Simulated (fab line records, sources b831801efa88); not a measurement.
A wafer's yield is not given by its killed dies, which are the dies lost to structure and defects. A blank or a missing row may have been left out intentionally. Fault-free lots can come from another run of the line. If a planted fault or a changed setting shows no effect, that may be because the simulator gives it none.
Comparing a struck lot with a sound one / flow gf180mcu / 15 steps out of a route of 602
Sound: these wafers, L451.1, L451.2, L451.4. The struck wafers were L456.2, L456.3, L456.5. At the end, the cause is stated.
For every step that has rows: the tool of each side, followed by ch and its chambers, followed by its first start. Under that, the readings that differ: sound wafers / struck wafers / difference of the means / sigmas: that difference in standard deviations of wafers without a fault.
alike: readings with means less than 2 such deviations apart, plus words and numbers identical on both sides. not compared: withheld readings, readings lacking a value on some wafer, bounds such as >300 that could conceal the same value, and numbers that have no deviation in the record and whose values overlap.
A row with sigmas, a row that says differs or no value, or rows on one side alone: a step with any of these is where the two part. Numbers that have no deviation but don't overlap get no sigmas and don't part them. A reading missing from all wafers of one side parts the sides only when that side holds two or more wafers.

first, 1 step without rows for these wafers: GF_SAB_DEVELOP_08 (develop time 60 s).
GF_SAB_CD_MEAS_09: the cd target is 420 nm.
  sound on cd_sem-01, day 15 12:29; struck on cd_sem-02, day 17 03:01
  alike: cd_nm
GF_SAB_OVL_MEAS_10:
  sound on overlay-01, day 15 12:37; struck on overlay-01, day 17 03:07
  alike: SAB_OVL
GF_SAB_ETCH_11: etches SiO2 in C4F8/O2/Ar, target depth 55 nm, time 8.5 s.
  sound on rie_diel-03 ch 1,2,3, day 15 12:39; struck on rie_diel-03 ch 0,1,3, day 17 03:09
  alike: oes_product_au
  not compared: rf_hours_counter_h
then, 1 step without rows for these wafers: GF_SAB_WET_ETCH_12 (etches SiO2 in dHF, target depth 22 nm, time 440 s).
GF_SAB_STRIP_13: strips in O2/N2.
  sound on plasma_asher-01 ch 0,1, day 15 12:48; struck on plasma_asher-01 ch 0, day 17 03:22
  alike: drypump_motor_current_A, heater_power_w, oes_product_au, strip_time_to_endpoint_s
  not compared: rf_hours_counter_h
then, 2 steps without rows for these wafers: GF_SALICIDE_CLEAN_00 (cleans in SC1/SC2, time 150 s); GF_SALICIDE_WET_ETCH_01 (etches SiO2 in dHF, target depth 5 nm, time 100 s).
GF_SALICIDE_SPUTTER_02: material Co, target thk 10 nm, time 20 s.
  sound on pvd_sputter-01, day 15 12:59; struck on pvd_sputter-04, day 17 03:34
  alike: throttle_valve_pct
GF_SALICIDE_SPUTTER_03: material TiN, target thk 20 nm, time 16.7 s.
  sound on pvd_sputter-01, day 15 13:01; struck on pvd_sputter-04, day 17 03:35
  alike: throttle_valve_pct
GF_SALICIDE_RS_MEAS_04: measures by four-point-probe.
  sound on film_metro-02, day 15 13:03; struck on film_metro-03, day 17 03:38
  alike: SALICIDE_TIN_RS
GF_SALICIDE_THK_MEAS_05: measures by xrf.
  sound on film_metro-02, day 15 13:10; struck on film_metro-03, day 17 03:44
  alike: SALICIDE_TIN_THK
GF_SALICIDE_RTA_06: time 30 s.
  struck on rtp_anneal-01, day 17 03:49; sound on rtp_anneal-01 ch 0, day 15 13:14
  no value came back on the struck wafers for anneal_temp_c_max, chamber_o2_ppm, lamp_power_pct (%), wafer_temp_C_max; on the sound wafers anneal_temp_c_max reads 532.2 532.3 532.7
then, 1 step without rows for these wafers: GF_SALICIDE_WET_ETCH_07 (etches the open film in SPM, target depth 120 nm).
-- the record jumps here: 14 days lie between the struck wafers' starts before and after (it left off in module SALICIDE and takes up again in module PASSIVATION, whose first step shown is number 602 of the route) --
GF_PASSIVATION_PROBE_99:
  sound on prober-01, day 29 11:16; struck on prober-01, day 30 21:02
reading=model.etest.ppoly_sal.line_ohm_um; sound=29.21 27.42 27.82; struck=1343 1247 1244; difference=+1250; sigmas=
reading=model.etest.npoly_sal.line_ohm_um; sound=29.06 27.83 27.69; struck=1238 1176 1183; difference=+1171; sigmas=
reading=model.etest.pplus_sal.line_ohm_um; sound=35.2 34.81 32.97; struck=852.5 867.5 847.5; difference=+821.5; sigmas=
reading=model.etest.ppoly_sal.rs_ohm_sq; sound=7.567 7.179 7.062; struck=370.2 350.8 348.9; difference=+349.4; sigmas=
reading=model.etest.npoly_sal.rs_ohm_sq; sound=7.526 7.215 7.086; struck=345.4 331 330; difference=+328.2; sigmas=
reading=model.etest.ppoly_u.end_ohm; sound=31.84 30.73 30.2; struck=292.1 283.7 274.4; difference=+252.5; sigmas=
reading=model.etest.nplus_sal.line_ohm_um; sound=32.23 31.32 29.37; struck=276.4 272.9 283.1; difference=+246.5; sigmas=
reading=model.etest.contact_poly.rc_ohm; sound=5.528 5.923 5.878; struck=242.8 237.6 227.7; difference=+230.3; sigmas=

## WHERE THEY PART
Only at GF_SALICIDE_RTA_06, as far as this record shows.

WHY: the cause the simulator had injected
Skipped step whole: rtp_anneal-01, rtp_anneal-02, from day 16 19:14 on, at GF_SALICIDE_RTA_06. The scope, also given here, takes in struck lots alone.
